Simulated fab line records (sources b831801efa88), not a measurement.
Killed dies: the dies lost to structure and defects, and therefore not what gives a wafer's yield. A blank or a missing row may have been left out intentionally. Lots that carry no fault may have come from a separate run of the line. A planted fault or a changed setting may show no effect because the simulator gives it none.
fab line records	flow sky130
record lots=7	wafers=21	lastDay=50
route steps=708 shown POLY_CUT@307 SD_P@320 RES_XHIGH@332 SD_N@342 PAD_OPEN@708
lots that met no fault: taken from a fault-free run of the same line
startH: the number of hours between the record's first day and the start of the first shown wafer of the lot	waitH: how many hours have passed since the lot's step before this one	" unchanged from the row above	L1.1+2: a single row standing in for several wafers	- no value present, or no start provided	* or withheld: withheld	< > ~ a bound
route shown NAME@n: names a module that has steps shown in the file, with the first one's number in the route	usual: mean and standard deviation over wafers with no fault	same: alike in all rows	chamber/n: place in a boat	sites: per-site readings	_std_site: standard deviation of those values	_edge_site: the outer-site mean with the inner-site mean subtracted	radiusMm: for every site, how far away it sits from the centre of the wafer	mask NAME#n: copy n	behind: the tool/chamber that last shaped the wafer	hold: reason for holding the lot/hours on hold/outcome of the hold	device: which transistor (n, p or np) failed to switch	end of line: the same wafers' tests at the end of the route	step lacking rows: just its recipe	killed: dies lost to structure and defects at the first sort, not the wafer's yield	map: a wafer's dies, marking killed ones x, the rest . and places with no die _
set.NAME: setting as actually run; set.NAME@STEP: the setting as run at that earlier step	model.NAME: the simulator's own value behind a step, which no gauge read
lots at some steps of the route; a table a step, a row a wafer
services: the hour from which a tool's chamber was out of use, counted from the record's first day as startH (under 0 if before that day), plus the number of hours and why
## steps
# step SKY_POLY_CUT_DEHYDRATE_00
# recipe tempC=200	timeS=60
# step SKY_POLY_CUT_HMDS_01
# recipe primeTimeS=60	primeTempC=120
# step SKY_POLY_CUT_COAT_02
# recipe resist=BARC	tempC=withheld	timeS=withheld	spinRpm=3000	resistThkNm=60
# step SKY_POLY_CUT_COAT_03
# recipe resist=KrF-thick	spinRpm=3000	resistThkNm=450
# step SKY_POLY_CUT_SOFTBAKE_04
# recipe tempC=100	timeS=90	resist=KrF-thick
# step SKY_POLY_CUT_EXPOSE_05
# recipe maskId=NPCM	na=0.8	sourceShape=annular	sigmaInner=0.55	sigmaOuter=0.85	targetCdNm=270	doseMj=32
# step SKY_POLY_CUT_PEB_06
# recipe pebTempC=withheld	pebTimeS=withheld	resist=KrF-thick
# step SKY_POLY_CUT_DEVELOP_07
# recipe developTimeS=60	resist=KrF-thick	devTempC=21
# step SKY_POLY_CUT_CD_MEAS_08
# recipe targetCdNm=270
# usual cdNm=270.2/1.5
lot.wafer	tool	chamber	startH	waitH	cdNm
L784.1	cdSem-01	-	604.93	-	273.6
L784.3	"	-	"	"	273.2
L784.6	"	-	"	"	272.2
L790.1	cdSem-01	-	627.63	-	269.5
L790.5	"	-	"	"	269.0
L790.6	"	-	"	"	270.6
L791.1	cdSem-02	-	635.58	-	266.4
L791.2	"	-	"	"	267.6
L791.5	"	-	"	"	267.0
L792.3	cdSem-01	-	646.66	-	269.1
L792.4	"	-	"	"	268.6
L792.6	"	-	"	"	269.7
L795.3	cdSem-02	-	668.47	-	271.9
L795.5	"	-	"	"	271.8
L795.6	"	-	"	"	271.4
L801.1	cdSem-02	-	716.82	-	270.5
L801.3	"	-	"	"	270.1
L801.5	"	-	"	"	270.1
L803.1	cdSem-02	-	736.28	-	270.7
L803.3	"	-	"	"	269.9
L803.6	"	-	"	"	269.8
# step SKY_POLY_CUT_OVL_MEAS_09
# usual POLY_CUT_OVL=0/7.4
lot.wafer	tool	chamber	startH	waitH	POLY_CUT_OVL[nm]
L784.1	overlay-01	-	605.05	0.1	6
L784.3	"	-	"	"	9
L784.6	"	-	"	"	2
L790.1	overlay-01	-	627.75	0.1	12
L790.5	"	-	"	"	12
L790.6	"	-	"	"	10
L791.1	overlay-01	-	635.70	0.1	2
L791.2	"	-	"	"	-1
L791.5	"	-	"	"	6
L792.3	overlay-02	-	646.75	0.1	0
L792.4	"	-	"	"	6
L792.6	"	-	"	"	-1
L795.3	overlay-01	-	668.56	0.1	1
L795.5	"	-	"	"	7
L795.6	"	-	"	"	-3
L801.1	overlay-01	-	716.94	0.1	-4
L801.3	"	-	"	"	2
L801.5	"	-	"	"	3
L803.1	overlay-01	-	736.40	0.1	7
L803.3	"	-	"	"	1
L803.6	"	-	"	"	14
# step SKY_POLY_CUT_ETCH_10
# recipe chemistry=N2/H2	target=BARC	ionEnergyEv=200	sourceW=500	biasW=100	pressureMtorr=30	n2FlowSccm=100	h2FlowSccm=200	stopOn=SiO2	timeS=45.9	targetDepthA=600
# usual drypumpMotorCurrentA=6.0/0.41	n2FlowSccm=99.99/0.3	oesProductAu=0.853/0.0044	throttleValvePct=13.224/0.009
lot.wafer	tool	chamber	startH	waitH	drypumpMotorCurrentA	n2FlowSccm	oesProductAu	rfHoursCounterH	throttleValvePct
L784.1	rieDiel-03	3	605.09	0.0	5.8	100.27	0.856	2	13.217
L784.3	"	1	"	"	6.7	99.72	0.853	4	13.217
L784.6	"	2	"	"	6.2	100.15	0.857	-	13.233
L790.1	rieDiel-03	1	627.78	0.0	6.7	100.09	0.856	5	13.226
L790.5	"	0	"	"	6.1	99.78	0.852	-	13.229
L790.6	"	3	"	"	5.8	100.38	0.853	-	13.229
L791.1	rieDiel-03	1	635.74	0.0	6.7	99.86	0.854	5	13.227
L791.2	"	2	"	"	6.2	99.60	0.855	5	13.237
L791.5	"	1	"	"	6.7	99.54	0.853	-	13.227
L792.3	rieDiel-01	3	646.77	0.0	5.2	100.13	0.858	7	13.206
L792.4	"	0	"	"	6.2	99.99	0.854	10	13.211
L792.6	"	1	"	"	5.9	100.26	0.855	-	13.217
L795.3	rieDiel-02	2	668.58	0.0	5.8	99.63	0.859	10	13.209
L795.5	"	3	"	"	5.6	100.03	0.846	-	13.230
L795.6	"	2	"	"	5.7	99.87	0.861	-	13.229
L801.1	rieDiel-01	1	716.97	0.0	5.9	100.18	0.855	9	13.223
L801.3	"	3	"	"	5.2	100.16	0.859	9	13.223
L801.5	"	3	"	"	5.2	100.09	0.851	-	13.231
L803.1	rieDiel-03	1	736.44	0.0	6.7	100.66	0.859	7	13.213
L803.3	"	3	"	"	5.7	99.94	0.854	4	13.226
L803.6	"	2	"	"	6.2	100.41	0.841	-	13.213
# step SKY_POLY_CUT_ETCH_11
# recipe target=Si3N4	chemistry=CF4/CH2F2/Ar	stopOn=poly-Si	sourceW=600	biasW=150	pressureMtorr=40	cf4FlowSccm=40	ch2f2FlowSccm=20	Ar_flow_sccm=150	timeS=42.5	targetDepthA=600
# usual drypumpMotorCurrentA=6.0/0.41	oesProductAu=0.830/0.0066	throttleValvePct=14.994/0.0097
lot.wafer	tool	chamber	startH	waitH	drypumpMotorCurrentA	oesProductAu	rfHoursCounterH	throttleValvePct
L784.1	rieDiel-03	3	605.13	0.0	5.7	0.834	2	15.002
L784.3	"	1	"	"	6.7	0.834	4	15.007
L784.6	"	2	"	"	6.2	0.821	-	14.996
L790.1	rieDiel-03	1	627.82	0.0	6.7	0.833	5	14.998
L790.5	"	0	"	"	6.1	0.834	-	15.002
L790.6	"	3	"	"	5.7	0.820	-	14.981
L791.1	rieDiel-03	1	635.78	0.0	6.7	0.834	5	14.993
L791.2	"	2	"	"	6.2	0.833	5	14.984
L791.5	"	1	"	"	6.7	0.837	-	14.989
L792.3	rieDiel-01	3	646.82	0.0	5.2	0.824	7	14.980
L792.4	"	0	"	"	6.2	0.835	10	15.000
L792.6	"	1	"	"	6.0	0.830	-	15.001
L795.3	rieDiel-02	2	668.62	0.0	5.8	0.824	10	14.993
L795.5	"	3	"	"	5.5	0.825	-	15.007
L795.6	"	2	"	"	5.8	0.820	-	15.008
L801.1	rieDiel-01	1	717.02	0.0	5.9	0.832	9	14.982
L801.3	"	3	"	"	5.2	0.840	9	14.998
L801.5	"	3	"	"	5.2	0.831	-	15.004
L803.1	rieDiel-03	1	736.48	0.0	6.7	0.832	7	15.001
L803.3	"	3	"	"	5.7	0.832	4	14.989
L803.6	"	2	"	"	6.2	0.842	-	14.994
# step SKY_POLY_CUT_STRIP_12
# recipe chemistry=O2/N2	powerW=1400	pressureMtorr=1500	platenTempC=withheld	o2FlowSccm=3000	n2FlowSccm=300	overashFraction=0.5
# usual drypumpMotorCurrentA=5.77/0.18	n2FlowSccm=300.0/0.9	oesProductAu=0.452/0.0044	stripTimeToEndpointS=5.354/0.018
# same overashFraction=0.5
lot.wafer	tool	chamber	startH	waitH	drypumpMotorCurrentA	n2FlowSccm	oesProductAu	rfHoursCounterH	stripTimeToEndpointS
L784.1	plasmaAsher-03	0	605.17	0.0	5.61	301.0	0.446	16	5.361
L784.3	"	1	"	"	5.74	301.4	0.458	-	5.372
L784.6	"	0	"	"	5.63	301.2	0.457	-	5.369
L790.1	plasmaAsher-03	1	627.86	0.0	5.75	300.4	0.453	18	5.369
L790.5	"	1	"	"	5.75	298.2	0.449	-	5.322
L790.6	"	0	"	"	5.62	298.6	0.460	-	5.331
L791.1	plasmaAsher-02	1	635.82	0.0	5.87	300.1	0.447	48	5.369
L791.2	"	0	"	"	5.57	299.4	0.454	48	5.360
L791.5	"	0	"	"	5.56	300.6	0.452	-	5.372
L792.3	plasmaAsher-02	0	646.89	0.1	5.57	300.3	0.449	-	5.342
L792.4	"	1	"	"	5.90	300.7	0.444	-	5.351
L792.6	"	0	"	"	5.55	299.9	0.448	-	5.338
L795.3	plasmaAsher-02	1	668.70	0.1	5.85	301.1	0.449	-	5.336
L795.5	"	1	"	"	5.86	301.2	0.455	-	5.333
L795.6	"	0	"	"	5.57	298.6	0.459	-	5.345
L801.1	plasmaAsher-03	1	717.06	0.0	5.74	300.2	0.460	26	5.337
L801.3	"	0	"	"	5.60	300.7	0.453	-	5.346
L801.5	"	0	"	"	5.62	300.9	0.448	-	5.345
L803.1	plasmaAsher-02	0	736.52	0.0	5.57	301.4	0.454	57	5.362
L803.3	"	1	"	"	5.84	300.5	0.452	-	5.348
L803.6	"	0	"	"	5.57	300.5	0.454	-	5.346
# step SKY_SD_P_DEHYDRATE_00
# recipe tempC=200	timeS=60
# step SKY_SD_P_HMDS_01
# recipe primeTimeS=60	primeTempC=120
# step SKY_SD_P_COAT_02
# recipe resist=NOVOLAK	spinRpm=3000	resistThkNm=1140
# step SKY_SD_P_SOFTBAKE_03
# recipe tempC=90	timeS=60	resist=NOVOLAK
# step SKY_SD_P_EXPOSE_04
# recipe maskId=PSDM	na=0.6	sourceShape=conventional	sigmaOuter=0.6	polarization=unpolarized	targetCdNm=380	doseMj=138
# step SKY_SD_P_PEB_05
# recipe tempC=withheld	timeS=*	resist=NOVOLAK
# step SKY_SD_P_DEVELOP_06
# recipe resist=NOVOLAK	developer=TMAH	developTimeS=60	devTempC=23.58
# step SKY_SD_P_CD_MEAS_07
# recipe targetCdNm=380
# usual cdNm=380.2/2.6
lot.wafer	tool	chamber	startH	waitH	cdNm
L784.1	cdSem-01	-	633.77	0.1	381.5
L784.3	"	-	"	"	382.4
L784.6	"	-	"	"	382.8
L790.1	cdSem-01	-	655.87	0.1	380.8
L790.5	"	-	"	"	380.2
L790.6	"	-	"	"	380.6
L791.1	cdSem-02	-	664.74	0.1	381.1
L791.2	"	-	"	"	385.4
L791.5	"	-	"	"	383.0
L792.3	cdSem-02	-	674.66	0.1	380.7
L792.4	"	-	"	"	379.3
L792.6	"	-	"	"	381.3
L795.3	cdSem-02	-	693.60	0.1	379.1
L795.5	"	-	"	"	376.4
L795.6	"	-	"	"	375.1
L801.1	cdSem-01	-	745.33	0.1	377.5
L801.3	"	-	"	"	375.4
L801.5	"	-	"	"	376.2
L803.1	cdSem-01	-	763.05	0.2	379.8
L803.3	"	-	"	"	379.3
L803.6	"	-	"	"	378.2
# step SKY_SD_P_OVL_MEAS_08
# usual SD_P_OVL=1.3/1.3
lot.wafer	tool	chamber	startH	waitH	SD_P_OVL[nm]
L784.1	overlay-01	-	633.89	0.1	2.2
L784.3	"	-	"	"	0.7
L784.6	"	-	"	"	0.8
L790.1	overlay-01	-	655.99	0.1	1.1
L790.5	"	-	"	"	1.3
L790.6	"	-	"	"	0.7
L791.1	overlay-02	-	664.86	0.1	0.2
L791.2	"	-	"	"	0.5
L791.5	"	-	"	"	0.8
L792.3	overlay-02	-	674.75	0.1	0.6
L792.4	"	-	"	"	1.8
L792.6	"	-	"	"	3.2
L795.3	overlay-01	-	693.70	0.1	1.2
L795.5	"	-	"	"	0.3
L795.6	"	-	"	"	1.9
L801.1	overlay-01	-	745.45	0.1	1.0
L801.3	"	-	"	"	2.3
L801.5	"	-	"	"	1.5
L803.1	overlay-01	-	763.17	0.1	2.6
L803.3	"	-	"	"	0.3
L803.6	"	-	"	"	0.5
# step SKY_SD_P_IMPLANT_09
# recipe species=BF2	energyKev=19.78	doseCm2=3e+15	tiltDeg=0
# step SKY_SD_P_STRIP_10
# recipe chemistry=O2/N2	powerW=1400	pressureMtorr=1500	platenTempC=withheld	o2FlowSccm=3000	n2FlowSccm=300	overashFraction=0.5
# usual drypumpMotorCurrentA=5.66/0.18	n2FlowSccm=300.1/0.91	oesProductAu=0.619/0.005	stripTimeToEndpointS=17.49/0.04
# same overashFraction=0.5
lot.wafer	tool	chamber	startH	waitH	drypumpMotorCurrentA	n2FlowSccm	oesProductAu	rfHoursCounterH	stripTimeToEndpointS
L784.1	plasmaAsher-02	0	634.07	0.1	5.56	300.2	0.619	48	17.47
L784.3	"	0	"	"	5.53	298.8	0.624	-	17.51
L784.6	"	1	"	"	5.86	299.5	0.631	-	17.49
L790.1	plasmaAsher-02	0	656.17	0.1	5.55	300.4	0.617	50	17.51
L790.5	"	0	"	"	5.58	299.4	0.619	-	17.53
L790.6	"	1	"	"	5.87	301.7	0.622	-	17.51
L791.1	plasmaAsher-03	1	665.04	0.1	5.73	300.9	0.614	22	17.50
L791.2	"	0	"	"	5.61	300.7	0.630	22	17.50
L791.5	"	1	"	"	5.73	302.6	0.613	-	17.51
L792.3	plasmaAsher-02	1	674.96	0.1	5.84	300.8	0.624	-	17.48
L792.4	"	0	"	"	5.55	299.2	0.614	-	17.51
L792.6	"	1	"	"	5.83	300.1	0.615	-	17.47
L795.3	plasmaAsher-02	0	693.90	0.1	5.55	299.7	0.616	-	17.50
L795.5	"	1	"	"	5.82	301.2	0.614	-	17.52
L795.6	"	0	"	"	5.59	299.1	0.626	-	17.53
L801.1	plasmaAsher-02	1	745.63	0.1	5.83	299.2	0.618	58	17.51
L801.3	"	1	"	"	5.82	299.3	0.615	-	17.47
L801.5	"	1	"	"	5.80	299.8	0.617	-	17.43
L803.1	plasmaAsher-02	0	763.36	0.1	5.56	299.3	0.616	60	17.48
L803.3	"	1	"	"	5.84	299.4	0.622	-	17.43
L803.6	"	1	"	"	5.84	300.2	0.623	-	17.47
# step SKY_SD_P_TW_MEAS_11
# usual SD_P_TW=2805/27
lot.wafer	tool	chamber	startH	waitH	SD_P_TW
L784.1	filmMetro-01	-	634.17	0.1	2775
L784.3	"	-	"	"	2766
L784.6	"	-	"	"	2779
L790.1	filmMetro-02	-	656.27	0.1	2833
L790.5	"	-	"	"	2855
L790.6	"	-	"	"	2845
L791.1	filmMetro-02	-	665.14	0.1	2856
L791.2	"	-	"	"	2847
L791.5	"	-	"	"	2843
L792.3	filmMetro-01	-	675.04	0.1	2786
L792.4	"	-	"	"	2774
L792.6	"	-	"	"	2800
L795.3	filmMetro-04	-	693.99	0.1	2774
L795.5	"	-	"	"	2805
L795.6	"	-	"	"	2795
L801.1	filmMetro-02	-	745.73	0.1	2823
L801.3	"	-	"	"	2832
L801.5	"	-	"	"	2834
L803.1	filmMetro-01	-	763.46	0.1	2776
L803.3	"	-	"	"	2776
L803.6	"	-	"	"	2786
# step SKY_RES_XHIGH_DEHYDRATE_00
# recipe tempC=200	timeS=60
# step SKY_RES_XHIGH_HMDS_01
# recipe primeTimeS=60	primeTempC=120
# step SKY_RES_XHIGH_COAT_02
# recipe resist=NOVOLAK	spinRpm=3000	resistThkNm=1140
# step SKY_RES_XHIGH_SOFTBAKE_03
# recipe tempC=90	timeS=60	resist=NOVOLAK
# step SKY_RES_XHIGH_EXPOSE_04
# recipe maskId=URPM	na=0.6	sourceShape=conventional	sigmaOuter=0.6	polarization=unpolarized	targetCdNm=1270	doseMj=140
# step SKY_RES_XHIGH_PEB_05
# recipe tempC=withheld	timeS=*	resist=NOVOLAK
# step SKY_RES_XHIGH_DEVELOP_06
# recipe resist=NOVOLAK	developer=TMAH	developTimeS=60	devTempC=23
# step SKY_RES_XHIGH_IMPLANT_07
# recipe species=BF2	energyKev=20	doseCm2=3.6e+14	tiltDeg=0
# step SKY_RES_XHIGH_STRIP_08
# recipe chemistry=O2/N2	powerW=1400	pressureMtorr=1500	platenTempC=withheld	o2FlowSccm=3000	n2FlowSccm=300	overashFraction=0.5
# usual drypumpMotorCurrentA=5.8/0.31	n2FlowSccm=299.8/0.83	oesProductAu=0.711/0.0043	stripTimeToEndpointS=14.30/0.037
# same overashFraction=0.5
lot.wafer	tool	chamber	startH	waitH	drypumpMotorCurrentA	n2FlowSccm	oesProductAu	rfHoursCounterH	stripTimeToEndpointS
L784.1	plasmaAsher-04	1	663.58	0.1	6.1	300.3	0.718	92	14.25
L784.3	"	0	"	"	5.8	301.7	0.713	-	14.32
L784.6	"	0	"	"	5.8	300.7	0.707	-	14.31
L790.1	plasmaAsher-04	0	683.42	0.1	5.8	299.8	0.716	94	14.29
L790.5	"	1	"	"	6.1	299.5	0.713	-	14.31
L790.6	"	0	"	"	5.8	300.4	0.708	-	14.29
L791.1	plasmaAsher-04	0	690.62	0.1	5.9	299.8	0.713	95	14.31
L791.2	"	1	"	"	6.1	300.3	0.716	95	14.32
L791.5	"	0	"	"	5.8	300.6	0.708	-	14.30
L792.3	plasmaAsher-02	1	702.70	0.1	5.8	299.3	0.707	-	14.30
L792.4	"	0	"	"	5.6	300.1	0.711	-	14.31
L792.6	"	0	"	"	5.6	298.5	0.712	-	14.33
L795.3	plasmaAsher-01	0	722.25	0.1	5.7	299.2	0.711	-	14.28
L795.5	"	0	"	"	5.7	299.6	0.707	-	14.25
L795.6	"	1	"	"	5.1	300.4	0.715	-	14.29
L801.1	plasmaAsher-02	1	772.27	0.1	5.8	300.1	0.706	61	14.30
L801.3	"	0	"	"	5.5	299.9	0.710	-	14.29
L801.5	"	0	"	"	5.5	298.8	0.708	-	14.25
L803.1	plasmaAsher-02	0	789.92	0.1	5.5	300.1	0.720	63	14.34
L803.3	"	1	"	"	5.9	300.8	0.709	-	14.34
L803.6	"	1	"	"	5.9	301.3	0.709	-	14.32
# step SKY_RES_XHIGH_TW_MEAS_09
# usual RES_XHIGH_TW=1635/15
lot.wafer	tool	chamber	startH	waitH	RES_XHIGH_TW
L784.1	filmMetro-04	-	663.68	0.1	1649
L784.3	"	-	"	"	1646
L784.6	"	-	"	"	1646
L790.1	filmMetro-01	-	683.52	0.1	1637
L790.5	"	-	"	"	1623
L790.6	"	-	"	"	1622
L791.1	filmMetro-02	-	690.72	0.1	1652
L791.2	"	-	"	"	1653
L791.5	"	-	"	"	1648
L792.3	filmMetro-01	-	702.79	0.1	1625
L792.4	"	-	"	"	1616
L792.6	"	-	"	"	1617
L795.3	filmMetro-04	-	722.34	0.1	1640
L795.5	"	-	"	"	1630
L795.6	"	-	"	"	1634
L801.1	filmMetro-04	-	772.37	0.1	1632
L801.3	"	-	"	"	1639
L801.5	"	-	"	"	1645
L803.1	filmMetro-01	-	790.02	0.1	1624
L803.3	"	-	"	"	1622
L803.6	"	-	"	"	1628
# step SKY_SD_N_DEHYDRATE_00
# recipe tempC=200	timeS=60
# step SKY_SD_N_HMDS_01
# recipe primeTimeS=60	primeTempC=120
# step SKY_SD_N_COAT_02
# recipe resist=NOVOLAK	spinRpm=3000	resistThkNm=1140
# step SKY_SD_N_SOFTBAKE_03
# recipe tempC=90	timeS=60	resist=NOVOLAK
# step SKY_SD_N_EXPOSE_04
# recipe maskId=NSDM	na=0.6	sourceShape=conventional	sigmaOuter=0.6	polarization=unpolarized	targetCdNm=380	doseMj=141
# step SKY_SD_N_PEB_05
# recipe tempC=withheld	timeS=*	resist=NOVOLAK
# step SKY_SD_N_DEVELOP_06
# recipe resist=NOVOLAK	developer=TMAH	developTimeS=60	devTempC=23
# step SKY_PAD_OPEN_PROBE_99
# usual killed_at_M0_to_M3=44/7.3	killed_at_M4_up=3.4/1.7	killedAtContacts=24/5.3	killedAtFrontEnd=15/4.1	killedAtOther=0.4/0.68	killedDies=87/9.5	killedOpen=48/7.1	killedShort=39/5.8
# same grossDies=492	killedAtBackSide=0
lot.wafer	tool	chamber	startH	waitH	killed_at_M0_to_M3	killed_at_M4_up	killedAtContacts	killedAtFrontEnd	killedAtOther	killedDies	killedOpen	killedShort
L790.1	prober-02	-	1122.40	0.1	45	3	21	20	0	89	48	40
L790.5	prober-02	-	1122.60	0.2	50	1	19	17	2	89	40	47
L790.6	prober-02	-	1122.65	0.2	59	2	17	14	0	92	53	39
L791.1	prober-01	-	1125.95	0.1	32	5	26	42	0	105	42	37
L791.2	prober-01	-	1126.00	0.1	51	3	24	56	1	135	56	38
L791.5	prober-01	-	1126.15	0.2	37	5	24	48	1	115	40	35
L792.3	prober-02	-	1135.14	0.2	36	4	20	64	1	125	38	39
L792.4	prober-02	-	1135.19	0.2	32	2	23	34	0	91	39	30
L792.6	prober-02	-	1135.29	0.2	43	4	26	53	0	126	44	44
L795.3	prober-01	-	1147.69	0.2	32	2	22	36	1	93	37	31
L795.5	prober-01	-	1147.79	0.2	47	3	20	50	1	121	57	36
L795.6	prober-01	-	1147.84	0.2	32	4	28	67	0	131	43	37
# killed by level:class
L790.1 CONTACT:geometricParticle:open=8 VIA3:geometricParticle:open=8 FIELD_ISO:geometricParticle:short=6 METAL1:geometricParticle:short=6 VIA1:geometricParticle:open=6 FIELD_ISO:geometricParticle:open=5 POLY_GATE:geometricParticle:open=5 LI_CONTACT:geometricParticle:open=5
L790.5 METAL2:geometricParticle:short=13 LOCAL_INTERCONNECT:geometricParticle:short=6 VIA1:geometricParticle:open=6 VIA2:geometricParticle:open=6 METAL1:geometricParticle:short=5 VIA3:geometricParticle:open=5 POLY_GATE:geometricParticle:open=4 POLY_GATE:geometricParticle:short=4
L790.6 VIA3:geometricParticle:open=13 VIA1:geometricParticle:open=12 VIA2:geometricParticle:open=7 METAL2:geometricParticle:short=7 CONTACT:geometricParticle:open=6 METAL3:geometricParticle:short=5 POLY_GATE:geometricParticle:open=4 LOCAL_INTERCONNECT:geometricParticle:short=4
L791.1 POLY_CUT:unspecified=26 FIELD_ISO:geometricParticle:short=11 CONTACT:geometricParticle:open=10 LI_CONTACT:geometricParticle:open=9 VIA3:geometricParticle:open=8 METAL1:geometricParticle:short=6 VIA1:geometricParticle:open=5 VIA2:geometricParticle:open=5
L791.2 POLY_CUT:unspecified=40 VIA1:geometricParticle:open=15 VIA1:geometricParticle:short=9 CONTACT:geometricParticle:open=8 VIA2:geometricParticle:open=8 LI_CONTACT:geometricParticle:open=6 POLY_GATE:geometricParticle:short=4 METAL1:geometricParticle:short=4
L791.5 POLY_CUT:unspecified=40 VIA1:geometricParticle:open=11 CONTACT:geometricParticle:open=8 LI_CONTACT:geometricParticle:open=7 VIA3:geometricParticle:short=5 CONTACT:geometricParticle:short=4 METAL1:geometricParticle:short=4 METAL2:geometricParticle:short=4
L792.3 POLY_CUT:unspecified=48 VIA3:geometricParticle:open=7 LI_CONTACT:geometricParticle:open=6 METAL2:geometricParticle:short=6 FIELD_ISO:geometricParticle:short=4 LI_CONTACT:geometricParticle:short=4 CONTACT:geometricParticle:short=4 CONTACT:geometricParticle:open=4
L792.4 POLY_CUT:unspecified=22 VIA1:geometricParticle:open=12 CONTACT:geometricParticle:open=8 FIELD_ISO:geometricParticle:open=5 LI_CONTACT:geometricParticle:short=4 LI_CONTACT:geometricParticle:open=4 CONTACT:geometricParticle:short=4 METAL1:geometricParticle:short=4
L792.6 POLY_CUT:unspecified=38 VIA1:geometricParticle:open=13 LOCAL_INTERCONNECT:geometricParticle:short=9 CONTACT:geometricParticle:short=6 VIA2:geometricParticle:open=6 METAL2:geometricParticle:short=6 CONTACT:geometricParticle:open=5 LI_CONTACT:geometricParticle:open=5
L795.3 POLY_CUT:unspecified=24 CONTACT:geometricParticle:open=7 VIA1:geometricParticle:open=7 VIA2:geometricParticle:open=7 POLY_GATE:geometricParticle:short=5 CONTACT:geometricParticle:short=5 LI_CONTACT:geometricParticle:open=4 LOCAL_INTERCONNECT:geometricParticle:short=4
L795.5 POLY_CUT:unspecified=28 VIA3:geometricParticle:open=12 VIA1:geometricParticle:open=10 VIA2:geometricParticle:open=8 FIELD_ISO:geometricParticle:open=7 CONTACT:geometricParticle:open=7 FIELD_ISO:geometricParticle:short=5 POLY_GATE:geometricParticle:short=5
L795.6 POLY_CUT:unspecified=50 CONTACT:geometricParticle:open=9 LI_CONTACT:geometricParticle:open=8 CONTACT:geometricParticle:short=8 METAL1:geometricParticle:short=7 FIELD_ISO:geometricParticle:open=6 VIA1:geometricParticle:open=6 POLY_GATE:geometricParticle:open=4
# map L791.2 (x killed, . not)
__________.....x...._________
________....x........._______
______.x..........x....._____
_____....x.x....x.xxx..x.____
____x.......x.....xxxxx...___
___..............xxxxxxxx.x__
__.....x....x....xxxxxx.x..._
_.x.x.x..xx..x..xxxxxxxxxx.x.
_..x....xx..x....xx.xx.x.x...
_.....xx...x....x..xxxxx.xx.x
_.....x.xx..xx.x.x...x.......
_...x....x...x......x........
_....x......xx........xx...x.
_............xx....x..x....x.
_x.......x..x........x.......
__xx...x..x..........x......_
___.x......x.....x....xx.x.__
____x...x....x...x......x.___
_____......x....x.....x.x____
______.......x.xxx.x...x_____
________.xx..........._______
__________x.x..x.x.x_________
# map L792.6 (x killed, . not)
__________.x.....x.._________
________.........x..x._______
______..........x.....x._____
_____.........xx.x....xx.____
____............xx..xxx...___
___........xx.x.xxxxxxxxx..__
__x..x.x.x.......xxxxxxxx..x_
_....xxxx..x.....xxxxxxxx.x..
_.x......x..xx..x.xxxxxxxx...
_.....x..x..x....x.xxx..x.xx.
_....x......x......xx........
_x....x.xx.x.x.............x.
_.x......x...................
_......xx.........xx.x....xxx
_x..xx...x............x......
__...xx..xx.x..............._
___x.......x........x......__
____............x.........___
_____.x...x.x...x...xxx..____
______.x................_____
________.x....x....xx._______
__________........x._________
## services
tool	chamber	startH	hours	kind
plasmaAsher-03	-	596.98	0.6	repair
plasmaAsher-04	-	597.59	2.8	pm
rieDiel-02	1	605.89	-	clean
rieDiel-02	1	605.89	18.3	scheduledDown
plasmaAsher-01	-	629.95	2.7	repair
rieDiel-02	-	641.79	0.7	repair
rieDiel-02	-	646.08	2.8	pm
rieDiel-02	1	649.74	1.9	repair
plasmaAsher-03	-	651.58	1.5	repair
rieDiel-01	0	676.92	4.9	repair
plasmaAsher-02	-	720.21	6.1	repair
rieDiel-02	2	720.39	3.0	repair
plasmaAsher-04	-	733.75	9.0	pm
plasmaAsher-04	0	733.75	9.0	ventCycle
plasmaAsher-04	1	733.75	9.0	ventCycle
rieDiel-03	-	740.08	1.4	repair
plasmaAsher-04	0	742.75	-	clean
plasmaAsher-04	1	742.75	-	clean
rieDiel-03	0	745.44	-	clean
rieDiel-03	0	745.44	18.1	scheduledDown
rieDiel-03	0	745.44	18.1	ventCycle
plasmaAsher-04	-	755.77	4.2	repair
rieDiel-03	3	756.81	3.0	repair
rieDiel-03	2	763.08	3.7	repair
## key
firstSign step=SKY_PAD_OPEN_PROBE_99	reading=killedAtFrontEnd	direction=up	sigmas=8.6	usual=15	struck=50
effect step=SKY_PAD_OPEN_PROBE_99	reading=killedDies	direction=up	sigmas=3	usual=87	struck=116
metAt SKY_POLY_CUT_STRIP_12
struckWafers L791.1,L791.2,L791.5,L792.3,L792.4,L792.6,L795.3,L795.5,L795.6
testerLeftOut L791,L792,L795
fault kind=chamberParticleSource	tool=plasmaAsher-02	chamber=-	onsetH=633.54	steps=SKY_POLY_CUT_STRIP_12	ratePerVisitCm2=0.52237	endH=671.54
# testerLeftOut: of these lots the tester's yield and bins aren't shown, on N5 and GAA mostly nor the transistor test; their killed dies are dies lost to structure and defects alone, not to doping, threshold or leakage, so they don't give the yield
